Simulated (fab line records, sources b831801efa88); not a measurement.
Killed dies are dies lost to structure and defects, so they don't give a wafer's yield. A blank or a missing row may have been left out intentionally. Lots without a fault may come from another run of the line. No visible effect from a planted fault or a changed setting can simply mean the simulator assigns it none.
fab line records	flow gf180mcu
record lots=24	wafers=72	last_day=34
route steps=602 shown HV_LDD@187 CONTACT@305 M1@320 V1@356 M4@456
lots that met no fault: from a run of the same line without faults
start_h: start of the lot's first displayed wafer, in hours after the record's first day	wait_h: hours since the lot's step before	" repeats the value in the row above	L1.1+2: several wafers, shown together as one row	- no value, or no start given	* or withheld: withheld	< > ~ a bound
route shown NAME@n: names a module that has steps shown in the file, with the first one's number in the route	usual: the fault-free wafers' mean and standard deviation	same: alike in all rows	chamber/n: place in a boat	sites: each site's reading	_std_site: how widely they spread, as a standard deviation	_edge_site: mean of outer sites minus mean of inner sites	radius_mm: for every site, how far away it sits from the centre of the wafer	mask NAME#n: copy n	behind: tool/chamber where the wafer was last shaped	hold: reason for holding the lot/hours on hold/outcome of the hold	device: the transistor (n, p or np) that didn't switch	end of line: at the end of the route, the tests of the same wafers	a step without rows: its recipe alone	killed: not the wafer's yield, but the dies lost to structure and defects at the first sort	map: per-die view of a wafer (x killed, . not killed, _ where there is no die)
set.NAME: the setting the step ran with; set.NAME@STEP: the setting that earlier step ran with	model.NAME: the simulator's own value behind a step, which no gauge read
route steps across a sampled set of lots; one table per step, one row per wafer
services: from which hour (start_h, from the record's first day; less than 0 if before it) a tool's chamber was out of use, for how many hours, and why
## steps
# step GF_HV_LDD_TW_MEAS_11
# usual HV_LDD_TW=2413/20
lot.wafer	tool	chamber	start_h	wait_h	HV_LDD_TW
L074.2	film_metro-02	-	220.07	0.1	2420
L074.5	"	-	"	"	2418
L074.6	"	-	"	"	2415
L075.1	film_metro-02	-	227.91	0.1	2428
L075.3	"	-	"	"	2426
L075.4	"	-	"	"	2433
L076.2	film_metro-03	-	237.62	0.1	2406
L076.4	"	-	"	"	2422
L076.6	"	-	"	"	2402
L077.1	film_metro-01	-	244.99	0.1	2413
L077.5	"	-	"	"	2417
L077.6	"	-	"	"	2410
L078.3	film_metro-02	-	248.47	0.1	2453
L078.4	"	-	"	"	2450
L078.6	"	-	"	"	2436
L079.1	film_metro-03	-	261.96	0.1	2428
L079.3	"	-	"	"	2405
L079.4	"	-	"	"	2432
L080.1	film_metro-01	-	267.01	0.1	2417
L080.5	"	-	"	"	2425
L080.6	"	-	"	"	2447
L081.1	film_metro-01	-	271.16	0.1	2428
L081.2	"	-	"	"	2443
L081.4	"	-	"	"	2436
L082.3	film_metro-03	-	276.32	0.1	2396
L082.4	"	-	"	"	2382
L082.6	"	-	"	"	2401
L083.1	film_metro-03	-	287.65	0.1	2392
L083.3	"	-	"	"	2374
L083.6	"	-	"	"	2392
L084.3	film_metro-01	-	292.73	0.1	2418
L084.5	"	-	"	"	2431
L084.6	"	-	"	"	2418
L085.4	film_metro-03	-	299.43	0.1	2407
L085.5	"	-	"	"	2396
L085.6	"	-	"	"	2413
L086.1	film_metro-03	-	305.16	0.1	2396
L086.3	"	-	"	"	2390
L086.5	"	-	"	"	2391
L087.2	film_metro-02	-	310.46	0.1	2431
L087.5	"	-	"	"	2437
L087.6	"	-	"	"	2445
L088.2	film_metro-01	-	320.32	0.1	2435
L088.3	"	-	"	"	2416
L088.6	"	-	"	"	2428
L089.2	film_metro-02	-	329.47	0.1	2423
L089.4	"	-	"	"	2434
L089.6	"	-	"	"	2435
L090.1	film_metro-03	-	335.86	0.1	2396
L090.3	"	-	"	"	2406
L090.6	"	-	"	"	2376
L091.1	film_metro-02	-	344.11	0.1	2453
L091.2	"	-	"	"	2440
L091.6	"	-	"	"	2444
L092.3	film_metro-01	-	350.62	0.1	2403
L092.5	"	-	"	"	2414
L092.6	"	-	"	"	2422
L093.1	film_metro-03	-	361.66	0.1	2380
L093.3	"	-	"	"	2383
L093.4	"	-	"	"	2395
L094.2	film_metro-02	-	367.23	0.1	2433
L094.3	"	-	"	"	2419
L094.6	"	-	"	"	2417
L095.2	film_metro-01	-	373.02	0.1	2416
L095.4	"	-	"	"	2419
L095.5	"	-	"	"	2410
L096.1	film_metro-03	-	380.36	0.1	2382
L096.4	"	-	"	"	2361
L096.5	"	-	"	"	2384
L097.3	film_metro-03	-	391.23	0.1	2391
L097.4	"	-	"	"	2393
L097.6	"	-	"	"	2388
# step GF_CONTACT_STRIP_18
# recipe chemistry=O2/N2	power_w=1400	pressure_mtorr=1500	platen_temp_c=250	o2_flow_sccm=3000	n2_flow_sccm=300	overash_fraction=0.5
# usual drypump_motor_current_A=5.7/0.33	heater_power_w=330/57	oes_product_au=0.581/0.005
lot.wafer	tool	chamber	start_h	wait_h	drypump_motor_current_A	heater_power_w	oes_product_au	rf_hours_counter_h
L074.2	plasma_asher-02	1	365.91	-	5.4	307	0.571	70
L074.5	"	1	"	"	5.3	308	0.582	-
L074.6	"	0	"	"	5.7	285	0.583	-
L075.1	plasma_asher-04	0	376.07	-	6.0	470	0.577	76
L075.3	"	1	"	"	6.3	352	0.567	-
L075.4	"	0	"	"	6.0	471	0.577	-
L076.2	plasma_asher-02	1	388.17	-	5.4	310	0.577	72
L076.4	"	0	"	"	5.7	287	0.587	-
L076.6	"	1	"	"	5.4	308	0.581	-
L077.1	plasma_asher-01	0	397.11	-	6.3	318	0.583	30
L077.5	"	1	"	"	5.6	314	0.579	-
L077.6	"	0	"	"	6.2	311	0.591	-
L078.3	plasma_asher-01	1	402.21	-	5.6	322	0.580	-
L078.4	"	0	"	"	6.3	317	0.578	-
L078.6	"	0	"	"	6.2	312	0.576	-
L079.1	plasma_asher-02	0	418.76	-	5.7	275	0.595	76
L079.3	"	1	"	"	5.3	315	0.583	-
L079.4	"	0	"	"	5.7	276	0.569	-
L080.1	plasma_asher-04	1	424.09	-	6.3	349	0.589	79
L080.5	"	1	"	"	6.2	353	0.577	-
L080.6	"	0	"	"	6.0	480	0.582	-
L081.1	plasma_asher-02	0	430.77	-	5.7	290	0.573	0
L081.2	"	1	"	"	5.4	317	0.582	0
L081.4	"	1	"	"	5.4	311	0.589	-
L082.3	plasma_asher-02	0	435.84	-	5.7	285	0.589	-
L082.4	"	1	"	"	5.4	312	0.578	-
L082.6	"	1	"	"	5.4	312	0.571	-
L083.1	plasma_asher-02	0	451.62	-	5.7	282	0.583	2
L083.3	"	1	"	"	5.4	313	0.575	-
L083.6	"	1	"	"	5.3	314	0.584	-
L084.3	plasma_asher-01	1	456.01	-	5.6	320	0.579	-
L084.5	"	0	"	"	6.3	309	0.583	-
L084.6	"	1	"	"	5.6	318	0.579	-
L085.4	plasma_asher-04	0	465.65	-	6.0	459	0.588	-
L085.5	"	0	"	"	6.0	472	0.584	-
L085.6	"	1	"	"	6.3	354	0.574	-
L086.1	plasma_asher-02	1	471.12	-	5.3	321	0.588	4
L086.3	"	0	"	"	5.7	285	0.578	-
L086.5	"	0	"	"	5.7	275	0.585	-
L087.2	plasma_asher-04	0	479.87	-	6.0	463	0.578	85
L087.5	"	0	"	"	6.0	465	0.586	-
L087.6	"	1	"	"	6.2	353	0.582	-
L088.2	plasma_asher-02	1	489.42	-	5.4	317	0.578	6
L088.3	"	1	"	"	5.4	311	0.580	-
L088.6	"	0	"	"	5.7	290	0.589	-
L089.2	plasma_asher-02	0	499.01	-	5.7	282	0.578	7
L089.4	"	1	"	"	5.4	321	0.588	-
L089.6	"	0	"	"	5.7	283	0.585	-
L090.1	plasma_asher-02	1	507.26	-	5.4	323	0.585	8
L090.3	"	1	"	"	5.4	319	0.586	-
L090.6	"	0	"	"	5.7	285	0.584	-
L091.1	plasma_asher-04	0	516.96	-	6.0	472	0.580	89
L091.2	"	1	"	"	6.3	354	0.572	89
L091.6	"	1	"	"	6.3	347	0.576	-
L092.3	plasma_asher-02	1	524.91	-	5.4	320	0.582	-
L092.5	"	0	"	"	5.7	277	0.582	-
L092.6	"	1	"	"	5.3	313	0.580	-
L093.1	plasma_asher-02	0	532.62	-	5.7	285	0.581	11
L093.3	"	1	"	"	5.4	313	0.589	-
L093.4	"	0	"	"	5.7	280	0.575	-
L094.2	plasma_asher-04	0	538.79	-	6.0	470	0.578	92
L094.3	"	0	"	"	6.0	482	0.573	-
L094.6	"	0	"	"	6.0	467	0.573	-
L095.2	plasma_asher-02	0	546.02	-	5.7	280	0.581	12
L095.4	"	1	"	"	5.3	324	0.584	-
L095.5	"	0	"	"	5.7	289	0.579	-
L096.1	plasma_asher-02	1	554.42	-	5.3	323	0.577	13
L096.4	"	0	"	"	5.7	275	0.581	-
L096.5	"	1	"	"	5.3	320	0.588	-
L097.3	plasma_asher-01	1	564.75	-	5.6	322	0.578	-
L097.4	"	0	"	"	6.3	315	0.582	-
L097.6	"	0	"	"	6.3	319	0.586	-
# step GF_M1_RS_MEAS_05
# recipe thk_meas_gauge=four-point-probe	reads=TiN_of_M1_SPUTTER_04+Ti_of_M1_SPUTTER_03+AlCu_of_M1_SPUTTER_02+TiN_of_M1_SPUTTER_01+Ti_of_M1_SPUTTER_00
# usual M1_ALCU_RS=0.0701/0.00086
lot.wafer	tool	chamber	start_h	wait_h	M1_ALCU_RS[ohm/sq]
L074.2	film_metro-04	-	367.15	0.0	0.0688
L074.5	"	-	"	"	0.0690
L074.6	"	-	"	"	0.0697
L075.1	film_metro-01	-	377.28	0.0	0.0692
L075.3	"	-	"	"	0.0691
L075.4	"	-	"	"	0.0692
L076.2	film_metro-03	-	389.40	0.1	0.0712
L076.4	"	-	"	"	0.0724
L076.6	"	-	"	"	0.0715
L077.1	film_metro-01	-	398.31	0.0	0.0697
L077.5	"	-	"	"	0.0696
L077.6	"	-	"	"	0.0693
L078.3	film_metro-04	-	403.41	0.1	0.0696
L078.4	"	-	"	"	0.0706
L078.6	"	-	"	"	0.0697
L079.1	film_metro-03	-	419.97	0.0	0.0682
L079.3	"	-	"	"	0.0691
L079.4	"	-	"	"	0.0699
L080.1	film_metro-03	-	425.30	0.0	0.0706
L080.5	"	-	"	"	0.0694
L080.6	"	-	"	"	0.0707
L081.1	film_metro-03	-	431.97	0.0	0.0699
L081.2	"	-	"	"	0.0703
L081.4	"	-	"	"	0.0709
L082.3	film_metro-01	-	437.05	0.1	0.0697
L082.4	"	-	"	"	0.0693
L082.6	"	-	"	"	0.0694
L083.1	film_metro-04	-	452.83	0.0	0.0708
L083.3	"	-	"	"	0.0690
L083.6	"	-	"	"	0.0703
L084.3	film_metro-01	-	457.21	0.1	0.0712
L084.5	"	-	"	"	0.0705
L084.6	"	-	"	"	0.0696
L085.4	film_metro-03	-	466.90	0.1	0.0709
L085.5	"	-	"	"	0.0704
L085.6	"	-	"	"	0.0710
L086.1	film_metro-03	-	472.33	0.0	0.0693
L086.3	"	-	"	"	0.0707
L086.5	"	-	"	"	0.0705
L087.2	film_metro-03	-	481.09	0.0	0.0687
L087.5	"	-	"	"	0.0691
L087.6	"	-	"	"	0.0693
L088.2	film_metro-04	-	490.64	0.0	0.0701
L088.3	"	-	"	"	0.0710
L088.6	"	-	"	"	0.0707
L089.2	film_metro-04	-	500.26	0.0	0.0707
L089.4	"	-	"	"	0.0705
L089.6	"	-	"	"	0.0701
L090.1	film_metro-04	-	508.46	0.0	0.0702
L090.3	"	-	"	"	0.0695
L090.6	"	-	"	"	0.0702
L091.1	film_metro-03	-	518.21	0.0	0.0698
L091.2	"	-	"	"	0.0708
L091.6	"	-	"	"	0.0698
L092.3	film_metro-03	-	526.12	0.1	0.0707
L092.5	"	-	"	"	0.0704
L092.6	"	-	"	"	0.0706
L093.1	film_metro-04	-	533.82	0.0	0.0704
L093.3	"	-	"	"	0.0711
L093.4	"	-	"	"	0.0706
L094.2	film_metro-04	-	540.01	0.0	0.0714
L094.3	"	-	"	"	0.0725
L094.6	"	-	"	"	0.0713
L095.2	film_metro-04	-	547.23	0.0	0.0689
L095.4	"	-	"	"	0.0698
L095.5	"	-	"	"	0.0698
L096.1	film_metro-01	-	557.41	0.0	0.0701
L096.4	"	-	"	"	0.0702
L096.5	"	-	"	"	0.0710
L097.3	film_metro-04	-	565.96	0.1	0.0685
L097.4	"	-	"	"	0.0695
L097.6	"	-	"	"	0.0684
# step GF_V1_SPUTTER_21
# recipe material=Ti	target_thk_nm=15	chamber_pressure_pa=5	power_w=2500	substrate_temp_c=200	time_s=80.02
# usual throttle_valve_pct=29.9/0.56
# same time_s=80.02
lot.wafer	tool	chamber	start_h	wait_h	throttle_valve_pct
L074.2	pvd_sputter-01	-	415.64	0.0	29.8
L074.5	"	-	"	"	29.8
L074.6	"	-	"	"	30.0
L075.1	pvd_sputter-02	-	425.66	0.0	29.3
L075.3	"	-	"	"	31.2
L075.4	"	-	"	"	31.7
L076.2	pvd_sputter-01	-	439.05	0.0	29.7
L076.4	"	-	"	"	29.9
L076.6	"	-	"	"	29.9
L077.1	pvd_sputter-02	-	449.39	0.0	31.4
L077.5	"	-	"	"	30.5
L077.6	"	-	"	"	30.9
L078.3	pvd_sputter-01	-	453.84	0.0	29.9
L078.4	"	-	"	"	30.1
L078.6	"	-	"	"	29.7
L079.1	pvd_sputter-04	-	470.92	0.0	30.4
L079.3	"	-	"	"	29.2
L079.4	"	-	"	"	29.6
L080.1	pvd_sputter-02	-	476.00	0.0	31.8
L080.5	"	-	"	"	30.8
L080.6	"	-	"	"	29.3
L081.1	pvd_sputter-01	-	483.27	0.0	29.5
L081.2	"	-	"	"	29.8
L081.4	"	-	"	"	30.3
L082.3	pvd_sputter-01	-	487.62	0.0	29.8
L082.4	"	-	"	"	30.1
L082.6	"	-	"	"	29.7
L083.1	pvd_sputter-01	-	503.29	0.0	29.5
L083.3	"	-	"	"	29.4
L083.6	"	-	"	"	30.3
L084.3	pvd_sputter-02	-	508.07	0.0	30.4
L084.5	"	-	"	"	29.2
L084.6	"	-	"	"	31.0
L085.4	pvd_sputter-01	-	517.56	0.0	29.7
L085.5	"	-	"	"	30.0
L085.6	"	-	"	"	29.6
L086.1	pvd_sputter-01	-	521.17	0.0	29.3
L086.3	"	-	"	"	29.7
L086.5	"	-	"	"	29.8
L087.2	pvd_sputter-01	-	529.95	0.0	30.2
L087.5	"	-	"	"	29.7
L087.6	"	-	"	"	30.0
L088.2	pvd_sputter-01	-	539.26	0.0	29.8
L088.3	"	-	"	"	29.7
L088.6	"	-	"	"	29.7
L089.2	pvd_sputter-01	-	548.97	0.0	29.3
L089.4	"	-	"	"	29.8
L089.6	"	-	"	"	29.5
L090.1	pvd_sputter-04	-	556.34	0.0	29.1
L090.3	"	-	"	"	29.8
L090.6	"	-	"	"	29.9
L091.1	pvd_sputter-01	-	565.36	0.0	29.6
L091.2	"	-	"	"	29.5
L091.6	"	-	"	"	29.8
L092.3	pvd_sputter-01	-	573.85	0.0	29.6
L092.5	"	-	"	"	29.6
L092.6	"	-	"	"	29.6
L093.1	pvd_sputter-01	-	580.40	0.0	29.7
L093.3	"	-	"	"	29.9
L093.4	"	-	"	"	29.8
L094.2	pvd_sputter-01	-	586.46	0.0	29.5
L094.3	"	-	"	"	29.9
L094.6	"	-	"	"	29.7
L095.2	pvd_sputter-01	-	593.67	0.0	29.5
L095.4	"	-	"	"	29.9
L095.5	"	-	"	"	29.8
L096.1	pvd_sputter-02	-	602.88	0.0	31.5
L096.4	"	-	"	"	29.2
L096.5	"	-	"	"	31.1
L097.3	pvd_sputter-01	-	610.25	0.0	29.6
L097.4	"	-	"	"	29.4
L097.6	"	-	"	"	29.4
# step GF_M4_SPUTTER_00
# recipe material=Ti	target_thk_nm=37.5	arriving_ion_energy_ev=80	substrate_temp_c=200	chamber_pressure_pa=2	power_w=4000	time_s=150
# usual throttle_valve_pct=30.0/0.75
# same time_s=150
lot.wafer	tool	chamber	start_h	wait_h	throttle_valve_pct
L074.2	pvd_sputter-03	-	518.79	0.2	30.4
L074.5	"	-	"	"	29.5
L074.6	"	-	"	"	30.6
L075.1	pvd_sputter-03	-	527.68	0.1	29.0
L075.3	"	-	"	"	29.6
L075.4	"	-	"	"	30.4
L076.2	pvd_sputter-03	-	542.38	0.2	30.1
L076.4	"	-	"	"	30.6
L076.6	"	-	"	"	29.2
L077.1	pvd_sputter-02	-	550.99	0.2	31.5
L077.5	"	-	"	"	30.4
L077.6	"	-	"	"	30.9
L078.3	pvd_sputter-02	-	554.10	0.1	31.0
L078.4	"	-	"	"	31.6
L078.6	"	-	"	"	30.8
L079.1	pvd_sputter-04	-	574.00	0.1	29.9
L079.3	"	-	"	"	29.1
L079.4	"	-	"	"	30.3
L080.1	pvd_sputter-04	-	577.38	0.1	30.6
L080.5	"	-	"	"	30.3
L080.6	"	-	"	"	29.3
L081.1	pvd_sputter-02	-	583.38	0.2	29.9
L081.2	"	-	"	"	31.1
L081.4	"	-	"	"	29.1
L082.3	pvd_sputter-02	-	584.33	0.1	31.0
L082.4	"	-	"	"	29.0
L082.6	"	-	"	"	29.2
L083.1	pvd_sputter-04	-	599.50	0.1	30.3
L083.3	"	-	"	"	29.2
L083.6	"	-	"	"	29.2
L084.3	pvd_sputter-03	-	605.83	0.1	30.6
L084.5	"	-	"	"	29.7
L084.6	"	-	"	"	30.7
L085.4	pvd_sputter-02	-	611.46	0.2	29.1
L085.5	"	-	"	"	29.2
L085.6	"	-	"	"	31.6
L086.1	pvd_sputter-03	-	615.26	0.1	31.1
L086.3	"	-	"	"	30.1
L086.5	"	-	"	"	29.8
L087.2	pvd_sputter-04	-	622.59	0.1	29.8
L087.5	"	-	"	"	29.8
L087.6	"	-	"	"	29.0
L088.2	pvd_sputter-02	-	632.43	0.2	31.3
L088.3	"	-	"	"	31.6
L088.6	"	-	"	"	30.1
L089.2	pvd_sputter-03	-	640.31	0.2	30.4
L089.4	"	-	"	"	29.8
L089.6	"	-	"	"	30.4
L090.1	pvd_sputter-02	-	647.40	0.2	31.2
L090.3	"	-	"	"	29.2
L090.6	"	-	"	"	29.1
L091.1	pvd_sputter-04	-	654.36	0.1	29.0
L091.2	"	-	"	"	30.5
L091.6	"	-	"	"	29.3
L092.3	pvd_sputter-04	-	663.78	0.2	29.2
L092.5	"	-	"	"	30.4
L092.6	"	-	"	"	29.1
L093.1	pvd_sputter-03	-	669.38	0.1	30.8
L093.3	"	-	"	"	30.0
L093.4	"	-	"	"	29.1
L094.2	pvd_sputter-03	-	674.14	0.2	30.8
L094.3	"	-	"	"	29.8
L094.6	"	-	"	"	29.2
L095.2	pvd_sputter-04	-	681.15	0.2	29.2
L095.4	"	-	"	"	30.6
L095.5	"	-	"	"	30.4
L096.1	pvd_sputter-02	-	687.93	0.2	30.3
L096.4	"	-	"	"	29.3
L096.5	"	-	"	"	30.3
L097.3	pvd_sputter-04	-	694.05	0.2	29.0
L097.4	"	-	"	"	29.9
L097.6	"	-	"	"	29.1
# step GF_M4_SPUTTER_01
# recipe material=TiN	target_thk_nm=30	power_w=6500	time_s=25	chamber_pressure_pa=0.4
# usual throttle_valve_pct=30.0/0.76
# same time_s=25
lot.wafer	tool	chamber	start_h	wait_h	throttle_valve_pct
L074.2	pvd_sputter-03	-	518.89	0.1	30.3
L074.5	"	-	"	"	29.4
L074.6	"	-	"	"	30.6
L075.1	pvd_sputter-03	-	527.78	0.1	29.2
L075.3	"	-	"	"	29.6
L075.4	"	-	"	"	30.5
L076.2	pvd_sputter-03	-	542.48	0.1	30.0
L076.4	"	-	"	"	30.5
L076.6	"	-	"	"	29.4
L077.1	pvd_sputter-02	-	551.10	0.1	31.5
L077.5	"	-	"	"	30.5
L077.6	"	-	"	"	30.9
L078.3	pvd_sputter-02	-	554.21	0.1	31.1
L078.4	"	-	"	"	31.6
L078.6	"	-	"	"	30.9
L079.1	pvd_sputter-04	-	574.10	0.1	30.0
L079.3	"	-	"	"	29.1
L079.4	"	-	"	"	30.6
L080.1	pvd_sputter-04	-	577.48	0.1	30.3
L080.5	"	-	"	"	30.8
L080.6	"	-	"	"	29.3
L081.1	pvd_sputter-02	-	583.48	0.1	30.1
L081.2	"	-	"	"	31.0
L081.4	"	-	"	"	29.3
L082.3	pvd_sputter-02	-	584.43	0.1	31.7
L082.4	"	-	"	"	29.0
L082.6	"	-	"	"	29.3
L083.1	pvd_sputter-04	-	599.60	0.1	30.6
L083.3	"	-	"	"	29.1
L083.6	"	-	"	"	29.2
L084.3	pvd_sputter-03	-	605.93	0.1	30.5
L084.5	"	-	"	"	29.9
L084.6	"	-	"	"	30.6
L085.4	pvd_sputter-02	-	611.56	0.1	29.2
L085.5	"	-	"	"	29.4
L085.6	"	-	"	"	31.4
L086.1	pvd_sputter-03	-	615.36	0.1	30.5
L086.3	"	-	"	"	29.8
L086.5	"	-	"	"	30.1
L087.2	pvd_sputter-04	-	622.69	0.1	30.0
L087.5	"	-	"	"	29.8
L087.6	"	-	"	"	28.8
L088.2	pvd_sputter-02	-	632.53	0.1	31.1
L088.3	"	-	"	"	31.6
L088.6	"	-	"	"	30.4
L089.2	pvd_sputter-03	-	640.41	0.1	30.6
L089.4	"	-	"	"	29.9
L089.6	"	-	"	"	30.4
L090.1	pvd_sputter-02	-	647.50	0.1	31.1
L090.3	"	-	"	"	29.5
L090.6	"	-	"	"	29.2
L091.1	pvd_sputter-04	-	654.46	0.1	29.0
L091.2	"	-	"	"	30.5
L091.6	"	-	"	"	29.4
L092.3	pvd_sputter-04	-	663.88	0.1	29.0
L092.5	"	-	"	"	30.2
L092.6	"	-	"	"	29.2
L093.1	pvd_sputter-03	-	669.48	0.1	30.5
L093.3	"	-	"	"	29.9
L093.4	"	-	"	"	29.4
L094.2	pvd_sputter-03	-	674.24	0.1	30.7
L094.3	"	-	"	"	29.7
L094.6	"	-	"	"	29.0
L095.2	pvd_sputter-04	-	681.25	0.1	29.2
L095.4	"	-	"	"	30.2
L095.5	"	-	"	"	30.4
L096.1	pvd_sputter-02	-	688.03	0.1	30.3
L096.4	"	-	"	"	29.4
L096.5	"	-	"	"	30.7
L097.3	pvd_sputter-04	-	694.15	0.1	29.3
L097.4	"	-	"	"	30.0
L097.6	"	-	"	"	29.0
## services
tool	chamber	start_h	hours	kind
pvd_sputter-01	-	349.90	4.8	repair
pvd_sputter-04	-	352.57	2.5	repair
pvd_sputter-02	-	364.88	1.0	repair
plasma_asher-01	-	382.31	1.6	repair
plasma_asher-04	-	388.44	21.9	repair
pvd_sputter-04	3	409.22	-	consumable_replace:kit
pvd_sputter-04	3	409.22	18.0	scheduled_down
pvd_sputter-04	3	409.22	18.0	vent_cycle
plasma_asher-02	-	421.25	9.0	pm
pvd_sputter-02	-	437.09	8.5	repair
pvd_sputter-04	-	474.13	4.7	repair
pvd_sputter-04	-	515.51	19.3	repair
pvd_sputter-04	-	551.54	1.4	repair
plasma_asher-04	-	557.86	10.0	repair
pvd_sputter-01	-	586.78	4.7	repair
plasma_asher-04	-	602.95	112.9	pm
pvd_sputter-04	2	641.12	-	consumable_replace:kit
pvd_sputter-04	2	641.12	18.0	scheduled_down
pvd_sputter-04	2	641.12	18.0	vent_cycle
pvd_sputter-02	3	645.35	-	consumable_replace:kit
pvd_sputter-02	3	645.35	18.0	scheduled_down
pvd_sputter-02	3	645.35	18.0	vent_cycle
pvd_sputter-04	-	661.52	0.6	repair
pvd_sputter-03	-	687.41	3.9	repair
## key
fault none
